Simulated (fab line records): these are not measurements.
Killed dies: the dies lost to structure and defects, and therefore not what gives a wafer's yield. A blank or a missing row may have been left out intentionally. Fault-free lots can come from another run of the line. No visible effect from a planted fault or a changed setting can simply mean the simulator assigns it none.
fab line records | flow sky130
record: lots: 5 | wafers: 15 | last-day: 50
route steps=708 shown FIELD_ISO@27 NWELL@32 DNWELL@35 PWDE@45
lots that met no fault: from a run of the same line without faults
start-h: hours from the record's opening day to when the first of the lot's shown wafers began | wait-h: hours elapsed since this lot's preceding step | " as in the row above | L1.1+2: a single row standing in for several wafers | - no value present, or no start provided | * or withheld: withheld | < > ~ a bound
route shown NAME@n: names a module that has steps shown in the file, with the first one's number in the route | usual: mean/standard deviation of fault-free wafers | same: alike in all rows | chamber/n: place in a boat | sites: readings site by site | _std_site: how widely they spread, as a standard deviation | _edge_site: outer sites' mean less inner sites' | radius-mm: for every site, how far away it sits from the centre of the wafer | mask NAME#n: copy n | behind: the last tool/chamber to shape the wafer | hold: why the lot went on hold/how many hours it stayed there/how the hold came to an end | device: transistor that didn't switch, given as n, p or np | end of line: at the end of the route, the tests of the same wafers | step lacking rows: just its recipe | killed: not the wafer's yield, but the dies lost to structure and defects at the first sort | map: shows each die of a wafer: x if killed, . if not, _ if none is there
set.NAME: setting as actually run; set.NAME@STEP: the setting as run at that earlier step | model.NAME: the simulator's own value behind a step, which no gauge read
lots seen at some steps along the route; tables by step, rows by wafer
services: when a tool's chamber went out of use (start-h, in hours from the record's first day, below 0 if earlier), for how many hours, and the reason
== steps ==
step: SKY_FIELD_ISO_ANNEAL_26
recipe: temp-c: 1000 | time-s: 1800 | ambient: N2
step: SKY_FIELD_ISO_CMP_27
recipe: stop-on: Si3N4 | t-overpolish-s: 16.65 | down-force-psi: 4 | platen-rpm: 60 | target-thk-nm: 457.8 | pad-velocity-m-s: 0.94248
usual: motor-current-A: 11.4/1.5 | overpolish-run-s: 16.650/0.0099 | slurry-filter-dp-kPa: 13.50/0.14 | time-to-endpoint-s: 113/3.7
lot.wafer | tool   | chamber | start-h | wait-h | motor-current-A | overpolish-run-s | slurry-filter-dp-kPa | time-to-endpoint-s
L677.3    | cmp-01 | 0       | 60.82   | 0.0    | 13.5            | 16.637           | 13.42                | 114
L677.1    | "      | 3       | "       | "      | 10.1            | 16.649           | 13.45                | 110
L677.6    | "      | 0       | "       | "      | 13.0            | 16.644           | 13.51                | 112
L683.3    | cmp-01 | 1       | 90.84   | 0.1    | 10.6            | 16.641           | 13.40                | 113
L683.5    | "      | 2       | "       | "      | 9.0             | 16.635           | 13.76                | 117
L683.6    | "      | 3       | "       | "      | 10.6            | 16.639           | 13.24                | 107
L688.1    | cmp-02 | 2       | 120.68  | 0.0    | 10.3            | 16.657           | 13.49                | 116
L688.3    | "      | 3       | "       | "      | 13.6            | 16.642           | 13.75                | 114
L688.2    | "      | 1       | "       | "      | 12.8            | 16.662           | 13.33                | 109
L691.4    | cmp-01 | 2       | 132.77  | 0.1    | 9.3             | 16.642           | 13.24                | 120
L691.2    | "      | 3       | "       | "      | 10.2            | 16.644           | 13.69                | 109
L691.1    | "      | 0       | "       | "      | 13.4            | 16.658           | 13.61                | 111
L693.2    | cmp-01 | 3       | 143.31  | 0.1    | 10.2            | 16.644           | 13.43                | 110
L693.1    | "      | 1       | "       | "      | 10.4            | 16.636           | 13.24                | 115
L693.6    | "      | 0       | "       | "      | 13.4            | 16.673           | 13.42                | 117
step: SKY_FIELD_ISO_WET_ETCH_28
recipe: chemistry: dHF | target-depth-nm: 23.7 | target: SiO2 | dilution: 10:1 | temp-c: 25 | time-s: 47
step: SKY_FIELD_ISO_WET_ETCH_29
recipe: chemistry: H3PO4 | target-depth-nm: 160 | target: Si3N4 | temp-c: 160 | time-s: 1825
step: SKY_FIELD_ISO_WET_ETCH_30
recipe: chemistry: dHF | target-depth-nm: 25 | target: SiO2 | dilution: 10:1 | temp-c: 25 | time-s: 50
step: SKY_NWELL_CLEAN_00
recipe: chemistry: SC1/SC2 | mix: 1:4:20 | temp-c: 70 | time-s: 150 | dry: n2-spin
step: SKY_NWELL_OXIDATION_01
recipe: temp-c: 900 | ambient: O2 | stabilise-s: 600 | purge-s: 300 | target-thk-a: 100 | ox-time-s: 1418
step: SKY_NWELL_THK_MEAS_02
recipe: reads: SiO2_of_NWELL_OXIDATION_01
usual: NWELL_OXIDATION_THK: 10.06/0.22
lot.wafer | tool          | chamber | start-h | wait-h | NWELL_OXIDATION_THK[nm]
L677.1    | film-metro-02 | -       | 64.28   | 0.0    | 9.77
L677.3    | "             | -       | "       | "      | 9.71
L677.6    | "             | -       | "       | "      | 9.93
L683.3    | film-metro-03 | -       | 93.64   | 0.0    | 9.80
L683.5    | "             | -       | "       | "      | 10.00
L683.6    | "             | -       | "       | "      | 9.97
L688.1    | film-metro-01 | -       | 124.20  | 0.0    | 10.07
L688.2    | "             | -       | "       | "      | 9.98
L688.3    | "             | -       | "       | "      | 10.12
L691.1    | film-metro-01 | -       | 135.64  | 0.0    | 9.90
L691.2    | "             | -       | "       | "      | 9.95
L691.4    | "             | -       | "       | "      | 10.11
L693.1    | film-metro-01 | -       | 145.61  | 0.0    | 10.35
L693.2    | "             | -       | "       | "      | 10.30
L693.6    | "             | -       | "       | "      | 10.25
step: SKY_DNWELL_DEHYDRATE_00
recipe: temp-c: 200 | time-s: 60
step: SKY_DNWELL_HMDS_01
recipe: prime-time-s: 60 | prime-temp-c: 120
step: SKY_DNWELL_COAT_02
recipe: spin-rpm: 2000 | resist-thk-nm: 3000
step: SKY_DNWELL_SOFTBAKE_03
recipe: temp-c: 110 | time-s: withheld
step: SKY_DNWELL_EXPOSE_04
recipe: mask-id: DNM | na: 0.57 | target-cd-nm: 3000 | dose-mj: 222
lot.wafer  | tool             | chamber | start-h | wait-h | mask
L677.1+3+6 | iline-stepper-02 | 0       | 71.95   | -      | PWDEM#0
L683.3+5+6 | iline-stepper-02 | 0       | 102.56  | -      | DNM#0
L688.1+2+3 | iline-stepper-02 | 0       | 133.84  | -      | DNM#0
L691.1+2+4 | iline-stepper-01 | 0       | 145.36  | -      | DNM#0
L693.1+2+6 | iline-stepper-02 | 0       | 155.93  | -      | DNM#0
step: SKY_DNWELL_PEB_05
recipe: temp-c: 115 | time-s: withheld
step: SKY_DNWELL_DEVELOP_06
recipe: wall-angle-deg: 90 | developer: TMAH | develop-time-s: 60 | dev-temp-c: 23
step: SKY_DNWELL_IMPLANT_07
recipe: species: P | energy-kev: withheld | dose-cm2: withheld | tilt-deg: withheld
step: SKY_DNWELL_STRIP_08
recipe: chemistry: O2/N2 | power-w: 1400 | pressure-mtorr: 1500 | platen-temp-c: withheld | o2-flow-sccm: 3000 | n2-flow-sccm: 300 | overash-fraction: 0.5
usual: drypump-motor-current-A: 5.9/0.47 | oes-product-au: 0.723/0.0045 | strip-time-to-endpoint-s: 36.97/0.096
lot.wafer | tool            | chamber | start-h | wait-h | drypump-motor-current-A | oes-product-au | rf-hours-counter-h | strip-time-to-endpoint-s
L677.1    | plasma-asher-02 | 0       | 81.08   | 0.1    | 5.5                     | 0.724          | 39                 | 37.08
L677.3    | "               | 0       | "       | "      | 5.5                     | 0.726          | -                  | 37.17
L677.6    | "               | 1       | "       | "      | 5.9                     | 0.722          | -                  | 37.07
L683.3    | plasma-asher-01 | 1       | 111.97  | 0.1    | 5.6                     | 0.726          | -                  | 37.08
L683.5    | "               | 0       | "       | "      | 6.0                     | 0.725          | -                  | 37.02
L683.6    | "               | 1       | "       | "      | 5.6                     | 0.726          | -                  | 37.03
L688.1    | plasma-asher-04 | 1       | 143.53  | 0.1    | 6.7                     | 0.723          | 47                 | 36.90
L688.2    | "               | 0       | "       | "      | 5.4                     | 0.722          | 47                 | 36.90
L688.3    | "               | 1       | "       | "      | 6.7                     | 0.725          | -                  | 36.94
L691.1    | plasma-asher-02 | 1       | 155.64  | 0.1    | 5.9                     | 0.720          | 3                  | 36.94
L691.2    | "               | 0       | "       | "      | 5.5                     | 0.729          | 3                  | 36.93
L691.4    | "               | 0       | "       | "      | 5.5                     | 0.721          | -                  | 36.88
L693.1    | plasma-asher-01 | 1       | 165.33  | 0.1    | 5.6                     | 0.723          | 32                 | 36.96
L693.2    | "               | 0       | "       | "      | 5.9                     | 0.727          | 32                 | 37.04
L693.6    | "               | 1       | "       | "      | 5.6                     | 0.723          | -                  | 37.03
step: SKY_DNWELL_TW_MEAS_09
usual: DNWELL_TW: 1104/7.9
lot.wafer | tool          | chamber | start-h | wait-h | DNWELL_TW
L677.1    | film-metro-01 | -       | 81.18   | 0.1    | 29
L677.3    | "             | -       | "       | "      | 29
L677.6    | "             | -       | "       | "      | 30
L683.3    | film-metro-01 | -       | 112.05  | 0.1    | 1107
L683.5    | "             | -       | "       | "      | 1102
L683.6    | "             | -       | "       | "      | 1096
L688.1    | film-metro-02 | -       | 143.63  | 0.1    | 1109
L688.2    | "             | -       | "       | "      | 1107
L688.3    | "             | -       | "       | "      | 1103
L691.1    | film-metro-01 | -       | 155.74  | 0.1    | 1089
L691.2    | "             | -       | "       | "      | 1094
L691.4    | "             | -       | "       | "      | 1094
L693.1    | film-metro-02 | -       | 165.43  | 0.1    | 1116
L693.2    | "             | -       | "       | "      | 1114
L693.6    | "             | -       | "       | "      | 1109
step: SKY_PWDE_DEHYDRATE_00
recipe: temp-c: 200 | time-s: 60
step: SKY_PWDE_HMDS_01
recipe: prime-time-s: 60 | prime-temp-c: 120
step: SKY_PWDE_COAT_02
recipe: spin-rpm: 2000 | resist-thk-nm: 3000
step: SKY_PWDE_SOFTBAKE_03
recipe: temp-c: 110 | time-s: withheld
step: SKY_PWDE_EXPOSE_04
recipe: mask-id: PWDEM | na: 0.6 | source-shape: conventional | sigma-outer: 0.6 | polarization: unpolarized | target-cd-nm: 840 | dose-mj: 214
step: SKY_PWDE_PEB_05
recipe: temp-c: 115 | time-s: withheld
step: SKY_PWDE_DEVELOP_06
recipe: wall-angle-deg: 90 | developer: TMAH | develop-time-s: 60 | dev-temp-c: 23
step: SKY_PWDE_OVL_MEAS_07
usual: PWDE_OVL: 0.4/1.2
lot.wafer | tool       | chamber | start-h | wait-h | PWDE_OVL[nm]
L677.1    | overlay-01 | -       | 98.90   | -      | 3.0
L677.3    | "          | -       | "       | "      | 1.4
L677.6    | "          | -       | "       | "      | 2.0
L683.3    | overlay-01 | -       | 129.96  | -      | 0.5
L683.5    | "          | -       | "       | "      | -0.5
L683.6    | "          | -       | "       | "      | 1.3
L688.1    | overlay-02 | -       | 163.58  | -      | 0.7
L688.2    | "          | -       | "       | "      | 1.7
L688.3    | "          | -       | "       | "      | 0.1
L691.1    | overlay-02 | -       | 175.08  | -      | 0.3
L691.2    | "          | -       | "       | "      | 0.2
L691.4    | "          | -       | "       | "      | 0.8
L693.1    | overlay-02 | -       | 185.55  | -      | 0.1
L693.2    | "          | -       | "       | "      | -0.8
L693.6    | "          | -       | "       | "      | -1.5
step: SKY_PWDE_IMPLANT_08
recipe: species: B | energy-kev: 150 | dose-cm2: 3.522e+12 | tilt-deg: withheld
step: SKY_PWDE_STRIP_09
recipe: chemistry: O2/N2 | power-w: 1400 | pressure-mtorr: 1500 | platen-temp-c: withheld | o2-flow-sccm: 3000 | n2-flow-sccm: 300 | overash-fraction: 0.5
usual: drypump-motor-current-A: 6.1/0.51 | oes-product-au: 0.723/0.005 | strip-time-to-endpoint-s: 37.00/0.1
lot.wafer | tool            | chamber | start-h | wait-h | drypump-motor-current-A | oes-product-au | rf-hours-counter-h | strip-time-to-endpoint-s
L677.1    | plasma-asher-03 | 1       | 99.08   | 0.1    | 6.4                     | 0.720          | 44                 | 37.03
L677.3    | "               | 1       | "       | "      | 6.4                     | 0.725          | -                  | 36.95
L677.6    | "               | 1       | "       | "      | 6.4                     | 0.727          | -                  | 37.15
L683.3    | plasma-asher-03 | 0       | 130.17  | 0.1    | 6.4                     | 0.721          | -                  | 36.97
L683.5    | "               | 0       | "       | "      | 6.4                     | 0.724          | -                  | 37.03
L683.6    | "               | 1       | "       | "      | 6.4                     | 0.721          | -                  | 37.16
L688.1    | plasma-asher-04 | 1       | 163.77  | 0.1    | 6.7                     | 0.719          | 49                 | 36.99
L688.2    | "               | 0       | "       | "      | 5.4                     | 0.729          | 49                 | 37.04
L688.3    | "               | 1       | "       | "      | 6.7                     | 0.720          | -                  | 36.98
L691.1    | plasma-asher-04 | 1       | 175.27  | 0.1    | 6.7                     | 0.720          | 50                 | 37.00
L691.2    | "               | 0       | "       | "      | 5.4                     | 0.723          | 50                 | 37.09
L691.4    | "               | 1       | "       | "      | 6.7                     | 0.714          | -                  | 36.99
L693.1    | plasma-asher-04 | 0       | 185.73  | 0.1    | 5.3                     | 0.721          | 51                 | 37.04
L693.2    | "               | 1       | "       | "      | 6.7                     | 0.731          | 51                 | 37.08
L693.6    | "               | 0       | "       | "      | 5.3                     | 0.721          | -                  | 37.05
step: SKY_PWDE_TW_MEAS_10
usual: PWDE_TW: 368.5/2.4
lot.wafer | tool          | chamber | start-h | wait-h | PWDE_TW
L677.1    | film-metro-02 | -       | 99.18   | 0.1    | 1113.3
L677.3    | "             | -       | "       | "      | 1110.6
L677.6    | "             | -       | "       | "      | 1121.4
L683.3    | film-metro-03 | -       | 130.25  | 0.1    | 370.0
L683.5    | "             | -       | "       | "      | 368.5
L683.6    | "             | -       | "       | "      | 370.6
L688.1    | film-metro-03 | -       | 163.87  | 0.1    | 370.3
L688.2    | "             | -       | "       | "      | 370.7
L688.3    | "             | -       | "       | "      | 372.0
L691.1    | film-metro-02 | -       | 175.37  | 0.1    | 365.9
L691.2    | "             | -       | "       | "      | 367.0
L691.4    | "             | -       | "       | "      | 365.5
L693.1    | film-metro-02 | -       | 185.83  | 0.1    | 366.9
L693.2    | "             | -       | "       | "      | 365.4
L693.6    | "             | -       | "       | "      | 368.2
step: SKY_NWELL_DEHYDRATE_03
recipe: temp-c: 200 | time-s: 60
== services ==
tool             | chamber | start-h | hours | kind
iline-stepper-02 | -       | 41.90   | 1.7   | pm
iline-stepper-02 | -       | 44.79   | 3.8   | repair
plasma-asher-01  | -       | 45.80   | 0.6   | repair
cmp-01           | -       | 50.24   | 1.8   | repair
plasma-asher-01  | -       | 58.53   | 5.8   | repair
plasma-asher-02  | -       | 60.78   | 11.5  | repair
cmp-02           | -       | 64.28   | 4.0   | pm
cmp-02           | -       | 68.28   | -     | consumable-replace:conditioner
iline-stepper-01 | -       | 72.72   | 4.4   | pm
cmp-02           | -       | 73.04   | 2.1   | repair
plasma-asher-03  | -       | 78.93   | 0.8   | repair
cmp-01           | -       | 79.28   | 7.7   | pm
cmp-01           | -       | 99.15   | 0.7   | repair
plasma-asher-02  | -       | 108.75  | 9.0   | pm
plasma-asher-02  | 0       | 108.75  | 9.0   | vent-cycle
plasma-asher-02  | 1       | 108.75  | 9.0   | vent-cycle
plasma-asher-02  | 0       | 117.75  | -     | clean
plasma-asher-02  | 1       | 117.75  | -     | clean
cmp-02           | -       | 136.52  | 7.4   | pm
plasma-asher-02  | -       | 142.49  | 4.2   | repair
iline-stepper-01 | -       | 155.22  | 2.1   | pm
iline-stepper-01 | -       | 163.57  | 4.9   | repair
iline-stepper-01 | -       | 168.51  | 1.7   | pm
cmp-01           | -       | 173.58  | 3.0   | repair
== key ==
first-sign: step: SKY_DNWELL_EXPOSE_04 | reading: mask | direction: changed
effect: step: SKY_DNWELL_TW_MEAS_09 | reading: DNWELL_TW | direction: down | sigmas: 99+ | usual: 1104 | struck: 29
effect: step: SKY_PWDE_TW_MEAS_10 | reading: PWDE_TW | direction: up | sigmas: 99+ | usual: 368.5 | struck: 1115.1
met-at SKY_DNWELL_EXPOSE_04
struck-wafers L677.1,L677.3,L677.6
sort-left-out L677.1,L677.3,L677.6
tester-left-out L677
fault: kind: wrong-mask | tool: any | chamber: - | onset-h: 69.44 | steps: SKY_DNWELL_EXPOSE_04 | aux-copy: PWDEM#0 | scope: struck-lots-only
tester-left-out: of these lots the tester's yield and bins aren't shown, on N5 and GAA mostly nor the transistor test; their killed dies are dies lost to structure and defects alone, not to doping, threshold or leakage, so they don't give the yield
sort-left-out: the simulated sort isn't trusted on such a fault, so these wafers' sort isn't shown, and their yield isn't known
